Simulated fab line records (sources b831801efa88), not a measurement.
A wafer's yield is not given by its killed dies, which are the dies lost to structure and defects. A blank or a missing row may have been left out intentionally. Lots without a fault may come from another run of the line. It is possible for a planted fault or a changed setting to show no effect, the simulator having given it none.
fab line records	flow sky130
record lots=13	wafers=39	last_day=50
route steps=708 shown CONTACT@406 VIA1@471 VIA2@531 METAL4@634 PAD_OPEN@708
lots that met no fault: from a run of the same line without faults
start_h: the number of hours between the record's first day and the start of the first shown wafer of the lot	wait_h: how many hours have passed since the lot's step before this one	" unchanged from the row above	L1.1+2: one row covering several wafers at once	- value missing, or start not given	* or withheld: withheld	< > ~ a bound
route shown NAME@n: names a module that has steps shown in the file, with the first one's number in the route	usual: mean/standard deviation of fault-free wafers	same: alike in all rows	chamber/n: place in a boat	sites: each site's reading	_std_site: standard deviation of those values	_edge_site: mean of outer sites minus mean of inner sites	radius_mm: how far each site lies from the wafer's centre	mask NAME#n: copy n	behind: the most recent tool/chamber to have shaped the wafer	hold: the reason the lot was held/the length of the hold in hours/how it ended	device: transistor that didn't switch, given as n, p or np	end of line: tests run on the same wafers once the route is complete	a step with no rows: only its recipe	killed: dies lost to structure and defects at the first sort, not the wafer's yield	map: a wafer's dies, x killed, . not, _ none there
set.NAME: setting as actually run; set.NAME@STEP: the setting as run at that earlier step	model.NAME: the simulator's own value behind a step, which no gauge read
steps of the route over a sample of lots; a table a step, a row a wafer
services: a tool's chamber out of use, with start hour (start_h, from the record's first day; less than 0 if before it), hours out, and reason
## steps
# step SKY_CONTACT_CVD_00
# recipe material=Si3N4	target_thk_nm=75	temp_c=400	time_s=withheld	rf_w=450
# usual heater_power_w=755/100
lot.wafer	tool	chamber	start_h	wait_h	heater_power_w
L193.1	pecvd-04	0	711.01	0.0	700
L193.3	"	1	"	"	687
L193.6	"	2	"	"	964
L194.1	pecvd-02	2	716.51	0.0	609
L194.4	"	1	"	"	897
L194.6	"	2	"	"	601
L195.1	pecvd-02	0	728.81	0.0	792
L195.3	"	1	"	"	799
L195.4	"	0	"	"	797
L197.2	pecvd-02	2	736.43	0.0	539
L197.5	"	2	"	"	536
L197.6	"	0	"	"	778
L202.1	pecvd-04	2	783.34	0.0	872
L202.2	"	0	"	"	719
L202.5	"	0	"	"	739
L206.2	pecvd-02	1	811.49	0.0	882
L206.3	"	0	"	"	657
L206.6	"	0	"	"	689
L208.1	pecvd-02	2	831.17	0.0	605
L208.2	"	0	"	"	758
L208.6	"	2	"	"	603
L209.2	pecvd-02	2	837.43	0.0	575
L209.3	"	0	"	"	704
L209.6	"	2	"	"	579
L211.2	pecvd-03	1	852.76	0.0	779
L211.4	"	2	"	"	780
L211.5	"	0	"	"	837
L212.1	pecvd-02	2	853.61	0.0	625
L212.3	"	1	"	"	771
L212.4	"	0	"	"	689
L213.3	pecvd-04	1	859.88	0.0	651
L213.5	"	1	"	"	642
L213.6	"	2	"	"	930
L214.1	pecvd-03	1	868.65	0.0	855
L214.4	"	1	"	"	874
L214.6	"	0	"	"	856
L216.2	pecvd-02	1	886.48	0.0	759
L216.3	"	2	"	"	650
L216.4	"	0	"	"	816
# step SKY_VIA1_OVL_MEAS_13
# usual VIA1_OVL=-2/5.6
lot.wafer	tool	chamber	start_h	wait_h	VIA1_OVL[nm]
L193.1	overlay-02	-	795.37	0.1	-5
L193.3	"	-	"	"	2
L193.6	"	-	"	"	5
L194.1	overlay-01	-	801.14	0.1	0
L194.4	"	-	"	"	-8
L194.6	"	-	"	"	-5
L195.1	overlay-02	-	814.77	0.1	-7
L195.3	"	-	"	"	0
L195.4	"	-	"	"	-3
L197.2	overlay-02	-	822.27	0.1	-4
L197.5	"	-	"	"	-13
L197.6	"	-	"	"	2
L202.1	overlay-02	-	865.14	0.1	-4
L202.2	"	-	"	"	0
L202.5	"	-	"	"	1
L206.2	overlay-02	-	892.38	0.1	-5
L206.3	"	-	"	"	5
L206.6	"	-	"	"	2
L208.1	overlay-02	-	912.49	0.1	9
L208.2	"	-	"	"	3
L208.6	"	-	"	"	6
L209.2	overlay-02	-	918.75	0.1	-5
L209.3	"	-	"	"	6
L209.6	"	-	"	"	-4
L211.2	overlay-02	-	933.13	0.1	-11
L211.4	"	-	"	"	-1
L211.5	"	-	"	"	-10
L212.1	overlay-01	-	933.92	0.1	-9
L212.3	"	-	"	"	-6
L212.4	"	-	"	"	-4
L213.3	overlay-01	-	940.15	0.1	-8
L213.5	"	-	"	"	-3
L213.6	"	-	"	"	-6
L214.1	overlay-01	-	946.22	0.1	6
L214.4	"	-	"	"	2
L214.6	"	-	"	"	9
L216.2	overlay-01	-	964.62	0.1	-11
L216.3	"	-	"	"	-5
L216.4	"	-	"	"	-5
# step SKY_VIA2_CMP_24
# recipe stop_on=SiO2	t_overpolish_s=20	down_force_psi=3.5	platen_rpm=60	target_thk_nm=0	pad_velocity_m_s=0.94248
# usual motor_current_A=11.4/1	overpolish_run_s=20.001/0.0091	time_to_endpoint_s=100.8/2.9
lot.wafer	tool	chamber	start_h	wait_h	motor_current_A	overpolish_run_s	time_to_endpoint_s
L193.3	cmp-01	2	851.95	0.0	10.8	19.993	99.4
L193.1	"	0	"	"	11.5	20.011	102.7
L193.6	"	2	"	"	10.7	19.991	102.4
L194.1	cmp-01	0	856.35	0.1	11.5	19.981	107.4
L194.4	"	2	"	"	10.9	19.999	102.5
L194.6	"	1	"	"	11.4	19.999	105.1
L195.1	cmp-01	2	870.75	0.1	11.4	20.000	94.1
L195.3	"	3	"	"	12.4	20.007	98.3
L195.4	"	0	"	"	11.1	20.009	101.7
L197.2	cmp-01	0	878.36	0.2	11.1	19.994	102.8
L197.5	"	1	"	"	12.0	19.992	99.4
L197.6	"	2	"	"	10.7	19.997	101.5
L202.2	cmp-02	2	920.08	0.1	9.5	20.006	107.2
L202.1	"	0	"	"	12.0	20.002	99.5
L202.5	"	1	"	"	12.6	20.021	107.4
L206.2	cmp-02	1	944.74	0.0	12.3	19.998	98.4
L206.3	"	0	"	"	12.7	20.006	96.7
L206.6	"	1	"	"	12.8	19.998	103.0
L208.1	cmp-01	2	965.80	0.1	10.9	20.003	105.6
L208.2	"	0	"	"	11.8	20.009	100.7
L208.6	"	2	"	"	10.5	20.013	102.2
L209.3	cmp-02	0	969.89	0.1	12.1	19.997	104.1
L209.2	"	2	"	"	10.1	20.004	101.9
L209.6	"	0	"	"	11.8	19.998	99.8
L211.4	cmp-02	0	988.76	0.5	11.8	20.018	101.2
L211.2	"	1	"	"	12.1	20.000	103.5
L211.5	"	2	"	"	10.1	19.996	100.4
L212.3	cmp-02	1	990.16	0.5	12.2	19.991	98.1
L212.4	"	3	"	"	11.2	20.003	101.2
L212.1	"	0	"	"	12.5	19.999	101.2
L213.3	cmp-02	1	993.51	0.9	12.5	19.998	103.0
L213.6	"	2	"	"	9.4	19.998	99.6
L213.5	"	3	"	"	11.5	19.986	102.6
L214.4	cmp-01	3	999.26	0.8	12.3	20.002	102.4
L214.1	"	1	"	"	11.7	19.999	97.9
L214.6	"	0	"	"	11.7	19.988	99.7
L216.3	cmp-01	2	1016.20	0.0	10.9	20.005	100.4
L216.4	"	0	"	"	11.7	19.997	101.0
L216.2	"	1	"	"	11.8	19.998	99.7
# step SKY_METAL4_METAL_ETCH_18
# recipe target_depth_a=8450	stop_on=SiO2	over_etch_frac=0.3	time_s=183.1	chemistry=Cl2/BCl3	resist_sidewall_deg=88	pressure_mtorr=10	icp_w=900	bias_w=48.5	Cl2_flow_sccm=60	bcl3_flow_sccm=30
# usual drypump_motor_current_A=5.4/0.32	oes_product_au=0.863/0.0062	throttle_valve_pct=22.264/0.0081
lot.wafer	tool	chamber	start_h	wait_h	drypump_motor_current_A	oes_product_au	rf_hours_counter_h	throttle_valve_pct
L193.1	rie_metal-01	1	985.80	0.0	5.1	0.860	14	22.267
L193.3	"	1	"	"	5.1	0.865	-	22.286
L193.6	"	0	"	"	5.4	0.860	-	22.266
L194.1	rie_metal-01	1	987.47	0.0	5.0	0.863	14	22.254
L194.4	"	0	"	"	5.4	0.859	-	22.260
L194.6	"	1	"	"	5.0	0.869	-	22.272
L195.1	rie_metal-04	1	995.80	0.0	6.1	0.863	3	22.264
L195.3	"	0	"	"	5.7	0.863	-	22.274
L195.4	"	1	"	"	6.1	0.875	-	22.262
L197.2	rie_metal-02	1	1009.51	0.0	5.4	0.862	16	22.260
L197.5	"	1	"	"	5.4	0.862	-	22.265
L197.6	"	0	"	"	5.3	0.858	-	22.253
L202.1	rie_metal-02	1	1042.50	0.0	5.4	0.856	19	22.267
L202.2	"	0	"	"	5.3	0.859	22	22.267
L202.5	"	1	"	"	5.4	0.850	-	22.270
L206.2	rie_metal-04	1	1065.06	0.0	6.1	0.871	7	22.274
L206.3	"	0	"	"	5.7	0.856	-	22.247
L206.6	"	1	"	"	6.1	0.863	-	22.277
L208.1	rie_metal-01	0	1086.37	0.0	5.4	0.875	24	22.276
L208.2	"	1	"	"	5.1	0.872	20	22.271
L208.6	"	0	"	"	5.4	0.869	-	22.259
L209.2	rie_metal-01	1	1086.72	0.0	5.1	0.857	20	22.260
L209.3	"	1	"	"	5.0	0.870	-	22.263
L209.6	"	0	"	"	5.4	0.866	-	22.272
L211.2	rie_metal-01	0	1109.41	0.0	5.4	0.870	26	22.260
L211.4	"	0	"	"	5.4	0.867	-	22.271
L211.5	"	0	"	"	5.4	0.871	-	22.272
L213.3	rie_metal-01	1	1109.68	0.1	5.1	0.859	-	22.277
L213.5	"	1	"	"	5.1	0.849	-	22.253
L213.6	"	0	"	"	5.4	0.863	-	22.254
L212.1	rie_metal-04	0	1109.76	0.0	5.7	0.859	20	22.252
L212.3	"	1	"	"	6.1	0.863	-	22.262
L212.4	"	0	"	"	5.7	0.862	-	22.265
L214.1	rie_metal-04	1	1111.71	0.0	6.1	0.881	11	22.262
L214.4	"	1	"	"	6.1	0.865	-	22.275
L214.6	"	0	"	"	5.7	0.866	-	22.269
L216.2	rie_metal-02	1	1129.51	0.1	5.4	0.860	-	22.269
L216.3	"	1	"	"	5.3	0.870	-	22.270
L216.4	"	1	"	"	5.4	0.860	-	22.267
# step SKY_PAD_OPEN_PROBE_99
# usual defect_limited_yield=82.1/1.8	killed_at_M0_to_M3=44/6.2	killed_at_M4_up=3.3/1.7	killed_at_contacts=24/4.9	killed_at_front_end=16/5	killed_at_other=0.3/0.48	killed_dies=88/9	killed_open=48/7	killed_short=39/6.1	sort_bin_3_pad_short=0.9/0.46	sort_bin_5_function=10.6/1.4	sort_bin_6_memory=6.4/1.1	sort_n_pass=404/9	sort_yield_pct=82.1/1.8
# same gross_dies=492	killed_at_back_side=0	sort_bin_4_leakage[%]=0	sort_bin_8_speed[%]=0
lot.wafer	tool	chamber	start_h	wait_h	defect_limited_yield[%]	killed_at_M0_to_M3	killed_at_M4_up	killed_at_contacts	killed_at_front_end	killed_at_other	killed_dies	killed_open	killed_short	sort_bin_3_pad_short[%]	sort_bin_5_function[%]	sort_bin_6_memory[%]	sort_n_pass	sort_yield_pct[%]
L202.1	prober-02	-	1133.26	0.1	77.2	42	37	20	13	0	112	47	30	1.8	15.4	5.5	380	77.2
L202.2	prober-02	-	1133.31	0.1	74.2	40	48	21	18	0	127	41	42	2.6	14.4	8.7	365	74.2
L202.5	prober-02	-	1133.46	0.2	78.0	38	32	19	18	1	108	46	30	2.4	14.6	4.9	384	78.0
L208.1	prober-02	-	1168.83	0.1	81.9	42	6	19	22	0	89	43	44	0.6	12.0	5.5	403	81.9
L208.6	prober-02	-	1169.08	0.2	83.3	40	2	24	16	0	82	46	36	0.6	9.1	6.9	410	83.3
L209.2	prober-01	-	1171.58	0.1	83.9	40	4	18	16	1	79	44	35	1.0	8.7	6.3	413	83.9
L209.3	prober-01	-	1171.63	0.2	83.9	35	2	22	20	0	79	44	34	0.6	9.6	5.9	413	83.9
L209.6	prober-01	-	1171.78	0.2	80.1	50	3	24	21	0	98	52	45	1.2	12.4	6.3	394	80.1
L211.4	prober-01	-	1187.42	0.2	81.7	48	4	22	16	0	90	45	45	0.4	11.2	6.7	402	81.7
L214.1	prober-02	-	1189.82	0.1	82.1	45	5	25	12	1	88	50	37	0.8	10.6	6.5	404	82.1
L214.4	prober-02	-	1189.97	0.2	81.5	48	2	26	15	0	91	48	43	1.0	9.3	8.1	401	81.5
L214.6	prober-02	-	1190.07	0.2	81.1	49	5	24	15	0	93	46	47	2.0	10.2	6.7	399	81.1
# killed by level:class
L202.1 METAL4:unspecified=35 CONTACT:geometric_particle:open=10 VIA1:geometric_particle:open=9 VIA2:geometric_particle:open=8 VIA3:geometric_particle:open=7 LI_CONTACT:geometric_particle:open=6 VIA2:geometric_particle:short=5 FIELD_ISO:geometric_particle:short=3
L202.2 METAL4:unspecified=42 CONTACT:geometric_particle:open=9 VIA2:geometric_particle:open=9 VIA1:geometric_particle:open=5 METAL4:geometric_particle:short=5 POLY_GATE:geometric_particle:short=4 VIA3:geometric_particle:short=4 LOCAL_INTERCONNECT:geometric_particle:short=4
L202.5 METAL4:unspecified=30 VIA1:geometric_particle:open=15 FIELD_ISO:geometric_particle:open=6 LI_CONTACT:geometric_particle:open=6 CONTACT:geometric_particle:open=5 VIA2:geometric_particle:open=5 FIELD_ISO:geometric_particle:short=4 LOCAL_INTERCONNECT:geometric_particle:short=4
L208.1 VIA1:geometric_particle:open=8 VIA2:geometric_particle:open=7 FIELD_ISO:geometric_particle:open=6 FIELD_ISO:geometric_particle:short=5 LI_CONTACT:geometric_particle:open=5 METAL1:geometric_particle:short=5 METAL2:geometric_particle:short=5 VIA3:geometric_particle:short=5
L208.6 METAL2:geometric_particle:short=9 VIA2:geometric_particle:open=8 LI_CONTACT:geometric_particle:open=7 CONTACT:geometric_particle:open=7 LOCAL_INTERCONNECT:geometric_particle:short=6 FIELD_ISO:geometric_particle:short=5 VIA1:geometric_particle:open=5 VIA3:geometric_particle:open=4
L209.2 VIA1:geometric_particle:open=12 CONTACT:geometric_particle:open=9 METAL2:geometric_particle:short=6 FIELD_ISO:geometric_particle:short=4 POLY_GATE:geometric_particle:short=4 LI_CONTACT:geometric_particle:open=4 METAL1:geometric_particle:short=4 VIA3:geometric_particle:open=4
L209.3 CONTACT:geometric_particle:open=12 LI_CONTACT:geometric_particle:open=7 POLY_GATE:geometric_particle:short=7 VIA1:geometric_particle:open=7 VIA3:geometric_particle:short=6 METAL2:geometric_particle:short=5 VIA3:geometric_particle:open=5 FIELD_ISO:geometric_particle:open=4
L209.6 METAL1:geometric_particle:short=12 CONTACT:geometric_particle:open=12 VIA1:geometric_particle:open=9 VIA2:geometric_particle:open=8 FIELD_ISO:geometric_particle:short=7 METAL2:geometric_particle:short=7 LI_CONTACT:geometric_particle:open=6 VIA3:geometric_particle:open=5
L211.4 VIA2:geometric_particle:open=12 METAL1:geometric_particle:short=9 VIA1:geometric_particle:open=7 CONTACT:geometric_particle:open=6 LI_CONTACT:geometric_particle:open=5 CONTACT:geometric_particle:short=5 FIELD_ISO:geometric_particle:short=4 POLY_GATE:geometric_particle:short=4
L214.1 CONTACT:geometric_particle:open=11 VIA1:geometric_particle:open=8 LI_CONTACT:geometric_particle:open=6 VIA2:geometric_particle:open=6 VIA3:geometric_particle:open=6 METAL1:geometric_particle:short=5 VIA1:geometric_particle:short=5 METAL2:geometric_particle:short=5
L214.4 VIA1:geometric_particle:open=13 CONTACT:geometric_particle:open=12 METAL2:geometric_particle:short=9 METAL3:geometric_particle:short=6 LI_CONTACT:geometric_particle:short=5 POLY_GATE:geometric_particle:open=5 VIA1:geometric_particle:short=5 VIA2:geometric_particle:open=5
L214.6 VIA1:geometric_particle:open=10 VIA1:geometric_particle:short=9 LI_CONTACT:geometric_particle:open=7 VIA2:geometric_particle:open=7 CONTACT:geometric_particle:short=7 METAL2:geometric_particle:short=7 VIA3:geometric_particle:open=7 FIELD_ISO:geometric_particle:open=6
## services
tool	chamber	start_h	hours	kind
cmp-01	-	726.77	2.1	repair
cmp-02	-	739.39	1.2	repair
cmp-02	-	740.82	0.4	repair
cmp-02	-	744.00	4.0	pm
cmp-02	-	751.46	6.3	pm
cmp-01	-	762.72	8.1	pm
pecvd-02	1	783.35	7.7	repair
cmp-02	-	784.70	2.3	repair
cmp-02	-	788.88	1.8	repair
pecvd-02	2	790.22	4.6	repair
cmp-01	-	806.47	1.4	repair
cmp-01	-	843.55	3.4	repair
pecvd-02	2	905.73	20.6	repair
cmp-02	-	914.81	5.0	pm
cmp-01	-	920.84	4.0	pm
cmp-02	-	924.84	12.0	pm
cmp-01	-	929.32	5.5	repair
cmp-01	-	961.95	1.5	repair
pecvd-02	1	964.14	3.4	repair
rie_metal-01	-	972.93	1.4	pm
cmp-01	-	977.06	7.3	pm
pecvd-02	-	1035.19	2.8	pm
cmp-01	-	1062.79	1.2	repair
cmp-01	-	1096.50	0.4	repair
## key
first_sign step=SKY_PAD_OPEN_PROBE_99	reading=killed_at_M4_up	direction=up	sigmas=21	usual=3.3	struck=39
effect step=SKY_PAD_OPEN_PROBE_99	reading=sort_bin_3_pad_short	direction=up	sigmas=3.1	usual=0.9	struck=2.3
met_at SKY_METAL4_METAL_ETCH_18
struck_lots L202
not_acting_at SKY_CONTACT_CVD_00,SKY_VIA1_OVL_MEAS_13,SKY_VIA2_CMP_24
onset_between 1009.51 1042.50
fault kind=chamber_particle_source	tool=rie_metal-02	chamber=-	onset_h=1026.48	steps=SKY_METAL4_METAL_ETCH_18	rate_per_visit_cm2=0.52723	end_h=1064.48
